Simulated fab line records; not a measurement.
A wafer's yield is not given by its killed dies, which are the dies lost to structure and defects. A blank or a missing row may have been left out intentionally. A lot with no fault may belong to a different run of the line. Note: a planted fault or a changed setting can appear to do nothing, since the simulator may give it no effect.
Comparing a struck lot with a sound one || flow sky130 || 44 out of 708 route steps
Sound: these wafers, L542.2, L542.3, L542.5. Struck: wafer L546.2. (L546.5 of the same lot was not struck and is left out.) The cause comes at the end.
For every step that has rows: the tool of each side, followed by ch and its chambers, followed by its first start. Under that, the readings that differ: sound wafers || struck wafers || difference of the means || sigmas: that difference in standard deviations of wafers without a fault.
alike: readings with means less than 2 such deviations apart, plus words and numbers identical on both sides. not compared: withheld readings, readings lacking a value on some wafer, bounds such as >300 that could conceal the same value, and numbers that have no deviation in the record and whose values overlap.
The two part at a step that has a row with sigmas, a row that says differs or no value, or rows on one side only. When numbers do not overlap yet have no deviation, they are printed without sigmas and do not part them. Lack of a reading on every wafer of one side parts them only where that side has two or more wafers.

SKY_FIELD_ISO_THK_MEAS_02:
  sound: filmMetro-03 at day 4 04:38; struck: filmMetro-03 at day 5 02:29
  alike: FIELD_ISO_OXIDATION_00_THK
then, 1 step without rows for these wafers: SKY_FIELD_ISO_CVD_03 (deposits Si3N4 from DCS/NH3, target thk 165 nm, time 2830 s).
SKY_FIELD_ISO_THK_MEAS_04:
  sound: filmMetro-04 at day 4 06:29; struck: filmMetro-04 at day 5 04:20
  alike: FIELD_ISO_CVD_03_THK
then, 8 steps without rows for these wafers: SKY_FIELD_ISO_DEHYDRATE_05 (time 60 s); SKY_FIELD_ISO_HMDS_06 (prime time 60 s); SKY_FIELD_ISO_COAT_07 (resist thk 60 nm); SKY_FIELD_ISO_COAT_08 (resist thk 450 nm); SKY_FIELD_ISO_SOFTBAKE_09 (time 90 s); SKY_FIELD_ISO_EXPOSE_10 (exposes mask FOM, target cd 150 nm); SKY_FIELD_ISO_PEB_11; SKY_FIELD_ISO_DEVELOP_12 (develop time 60 s).
SKY_FIELD_ISO_CD_MEAS_13: the cd target is 150 nm.
  sound: cdSem-01 at day 4 23:08; struck: cdSem-02 at day 5 22:47
  alike: cdNm
SKY_FIELD_ISO_ETCH_14: etches BARC in N2/H2, stops on SiO2, time 45.9 s, target depth 60 nm.
  sound on rieDiel-04 ch 0,2, day 4 23:14; struck on rieDiel-01 ch 0, day 5 22:53
{"reading": "oesProductAu (a.u.)", "sound": "0.859 0.850 0.856", "struck": 1.015, "difference": "+0.160", "sigmas": "+36"}
{"reading": "runLengthS (s)", "sound": "73.7 73.6 74.0", "struck": 47.7, "difference": -26.1, "sigmas": -61}
{"reading": "throttleValvePct (%)", "sound": "13.227 13.228 13.228", "struck": 13.248, "difference": "+0.020", "sigmas": "+2"}
{"reading": "model.etch.depthNm (nm)", "sound": "59.8 59.97 60", "struck": 32.77, "difference": -27.15, "sigmas": ""}
{"reading": "model.KrF-thick_of_FIELD_ISO_COAT_08.thkNm (nm)", "sound": "392.4 391.1 391.2", "struck": 415.8, "difference": "+24.2", "sigmas": ""}
{"reading": "model.FIELD_ISO.cdNm (nm)", "sound": "149.7 148.8 149.3", "struck": 157.1, "difference": "+7.8", "sigmas": ""}
  alike: drypumpMotorCurrentA, h2FlowSccm, n2FlowSccm
  not compared: rfHoursCounterH
SKY_FIELD_ISO_ETCH_15: etches the open film in CHF3/O2, stops on Si, target depth 180 nm, time 72 s.
  sound on rieDiel-04 ch 0,2, day 4 23:16; struck on rieDiel-01 ch 0, day 5 22:55
{"reading": "oesProductAu (a.u.)", "sound": "0.944 0.949 0.947", "struck": 0.366, "difference": -0.581, "sigmas": -81}
{"reading": "runLengthS (s)", "sound": "100.0 99.5 99.9", "struck": 100.7, "difference": "+0.9", "sigmas": "+2"}
{"reading": "throttleValvePct (%)", "sound": "8.845 8.854 8.845", "struck": 8.665, "difference": -0.183, "sigmas": -21}
{"reading": "model.KrF-thick_of_FIELD_ISO_COAT_08.thkNm (nm)", "sound": "237.2 235.9 236.7", "struck": 256.1, "difference": "+19.5", "sigmas": ""}
  alike: drypumpMotorCurrentA
  not compared: rfHoursCounterH
SKY_FIELD_ISO_STRIP_16: strips in O2/N2.
  sound on plasmaAsher-01 ch 1, day 4 23:20; struck on plasmaAsher-02 ch 0, day 5 22:59
{"reading": "n2FlowSccm (sccm)", "sound": "301.2 301.1 299.9", "struck": 298.7, "difference": -2.0, "sigmas": -2}
{"reading": "stripTimeToEndpointS (s)", "sound": "3.548 3.541 3.541", "struck": 3.763, "difference": "+0.220", "sigmas": "+8"}
  alike: drypumpMotorCurrentA, oesProductAu
  not compared: rfHoursCounterH
SKY_FIELD_ISO_ETCH_17: etches Si in HBr/Cl2/O2, target depth 342 nm, time 97.7 s.
  sound on rieSi-02 ch 0,2,3, day 4 23:26; struck on rieSi-02 ch 3, day 5 23:05
{"reading": "model.FIELD_ISO.cdNm (nm)", "sound": "149.2 147.2 148.1", "struck": 157.1, "difference": "+8.9", "sigmas": ""}
  alike: drypumpMotorCurrentA, oesProductAu, runLengthS, throttleValvePct
  not compared: rfHoursCounterH
then, 5 steps without rows for these wafers: SKY_FIELD_ISO_WET_ETCH_18 (etches Si3N4 in H3PO4, target depth 25 nm, time 286 s); SKY_FIELD_ISO_CLEAN_19 (cleans in SC1/SC2, time 150 s); SKY_FIELD_ISO_CLEAN_20 (cleans in dHF, time 20 s); SKY_FIELD_ISO_WET_ETCH_21 (etches SiO2 in dHF, target depth 20 nm, time 400 s); SKY_FIELD_ISO_OXIDATION_22 (stabilise 600 s, purge 300 s, target thk 10 nm).
SKY_FIELD_ISO_THK_MEAS_23:
  sound: filmMetro-01 at day 5 03:05; struck: filmMetro-04 at day 6 00:41
  alike: FIELD_ISO_OXIDATION_01_THK
then, 1 step without rows for these wafers: SKY_FIELD_ISO_CVD_24 (deposits SiO2, target thk 595 nm, time 99.2 s).
SKY_FIELD_ISO_THK_MEAS_25:
  sound: filmMetro-04 at day 5 03:13; struck: filmMetro-03 at day 6 00:49
  alike: FIELD_ISO_CVD_24_THK
then, 1 step without rows for these wafers: SKY_FIELD_ISO_ANNEAL_26 (time 1800 s).
SKY_FIELD_ISO_CMP_27: polishes, stops on Si3N4, t overpolish 16 s, target thk 457.8 nm.
  sound on cmp-02 ch 1,2,3, day 5 05:59; struck on cmp-02 ch 2, day 6 03:34
  alike: motorCurrentA
then, 5 steps without rows for these wafers: SKY_FIELD_ISO_WET_ETCH_28 (etches SiO2 in dHF, target depth 23.7 nm, time 47 s); SKY_FIELD_ISO_WET_ETCH_29 (etches Si3N4 in H3PO4, target depth 160 nm, time 1825 s); SKY_FIELD_ISO_WET_ETCH_30 (etches SiO2 in dHF, target depth 25 nm, time 50 s); SKY_NWELL_CLEAN_00 (cleans in SC1/SC2, time 150 s); SKY_NWELL_OXIDATION_01 (stabilise 600 s, purge 300 s, target thk 10 nm).
SKY_NWELL_THK_MEAS_02:
  sound: filmMetro-03 at day 5 08:31; struck: filmMetro-03 at day 6 06:07
  alike: NWELL_OXIDATION_THK
then, 8 steps without rows for these wafers: SKY_DNWELL_DEHYDRATE_00 (time 60 s); SKY_DNWELL_HMDS_01 (prime time 60 s); SKY_DNWELL_COAT_02 (resist thk 3000 nm); SKY_DNWELL_SOFTBAKE_03; SKY_DNWELL_EXPOSE_04 (exposes mask DNM, target cd 3000 nm); SKY_DNWELL_PEB_05; SKY_DNWELL_DEVELOP_06 (develop time 60 s); SKY_DNWELL_IMPLANT_07.
SKY_DNWELL_STRIP_08: strips in O2/N2.
  sound on plasmaAsher-03 ch 0,1, day 6 02:50; struck on plasmaAsher-04 ch 0, day 7 01:07
  alike: drypumpMotorCurrentA, n2FlowSccm, oesProductAu, stripTimeToEndpointS
  not compared: rfHoursCounterH
SKY_DNWELL_TW_MEAS_09:
  sound: filmMetro-04 at day 6 02:57; struck: filmMetro-04 at day 7 01:13
  alike: DNWELL_TW
SKY_PWDE_OVL_MEAS_07:
  sound: overlay-01 at day 6 21:56; struck: overlay-02 at day 7 21:02
  not compared: PWDE_OVL
SKY_NWELL_OVL_MEAS_10:
  sound: overlay-01 at day 7 16:23; struck: overlay-02 at day 8 18:28
  not compared: NWELL_00_OVL

== WHERE THEY PART ==
Last at SKY_FIELD_ISO_STRIP_16 as far as this record goes, first at SKY_FIELD_ISO_ETCH_14. Later steps at which nothing parts them and some readings are alike: SKY_FIELD_ISO_ETCH_17, SKY_FIELD_ISO_THK_MEAS_23, SKY_FIELD_ISO_THK_MEAS_25, SKY_FIELD_ISO_CMP_27, SKY_NWELL_THK_MEAS_02, SKY_DNWELL_STRIP_08, SKY_DNWELL_TW_MEAS_09.

WHY: what had been put in by the simulator
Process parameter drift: rieDiel-01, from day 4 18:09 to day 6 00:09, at SKY_FIELD_ISO_ETCH_14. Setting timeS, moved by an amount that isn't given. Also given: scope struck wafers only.
